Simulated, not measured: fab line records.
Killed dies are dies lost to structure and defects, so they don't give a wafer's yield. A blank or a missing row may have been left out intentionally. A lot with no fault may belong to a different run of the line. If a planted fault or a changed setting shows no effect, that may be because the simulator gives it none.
The tool behind it: which one? | flow sky130 | route of 708 steps, sampled at 1 step: 12 lots, 34 wafers

## WHAT THE GAUGES SHOWED, per wafer
SKY_LI_CONTACT_THK_MEAS_23: measures by xrf. Usual: LI_CONTACT_W_THK gives 390 nm (standard deviation 7.1).
lot  | measured     | on            | LI_CONTACT_W_THK (nm) | flag
L475 | day 30 19:06 | film metro-02 | 379 377 378           |
L482 | day 31 22:32 | film metro-03 | 396 377               |
L485 | day 31 23:47 | film metro-04 | 396 394               |
L488 | day 32 01:55 | film metro-04 | 391 392 404           |
L487 | day 32 04:27 | film metro-04 | 386 387 386           |
L489 | day 37 11:20 | film metro-04 | 388 395 396           |
L490 | day 38 00:02 | film metro-02 | 376 378 374           |
L492 | day 38 03:53 | film metro-03 | 386 393 390           |
L495 | day 38 04:37 | film metro-03 | 387 385 385           |
L491 | day 38 07:56 | film metro-04 | 390 392 390           |
L498 | day 38 09:11 | film metro-03 | 387 390 390           |
L497 | day 38 11:25 | film metro-04 | 387 388 394           |

## WHICH TOOL RAN EACH LOT (tool, then ch and the chambers of the sampled wafers, then the start)
The record holds no process step before these readings.

## AS READ BY THE TOOLS THEMSELVES (means over the sampled wafers that have a number; for cases with no such wafer, the mark the record gives instead)
The record holds no such reading with a usual standard deviation.

## THE ANSWER, worked out from the rows above alone
Rule: a lot is off if the mean of its wafers that have a number lies more than 3 standard deviations from the usual mean. Also off: a lot with no number at a reading for which 4 or more lots have one. The other lots that the step has rows for count as sound. After the gauges, taken in route order, come the tools' own readings; for these a lot's mean is taken, as printed above. The first step at which some lot is off is used, and at that step the reading that is off furthest; a lot without a number counts as furthest.
Nothing can be told from this: no lot is off at any reading shown.

## WHAT THE SIMULATOR HAD PUT IN
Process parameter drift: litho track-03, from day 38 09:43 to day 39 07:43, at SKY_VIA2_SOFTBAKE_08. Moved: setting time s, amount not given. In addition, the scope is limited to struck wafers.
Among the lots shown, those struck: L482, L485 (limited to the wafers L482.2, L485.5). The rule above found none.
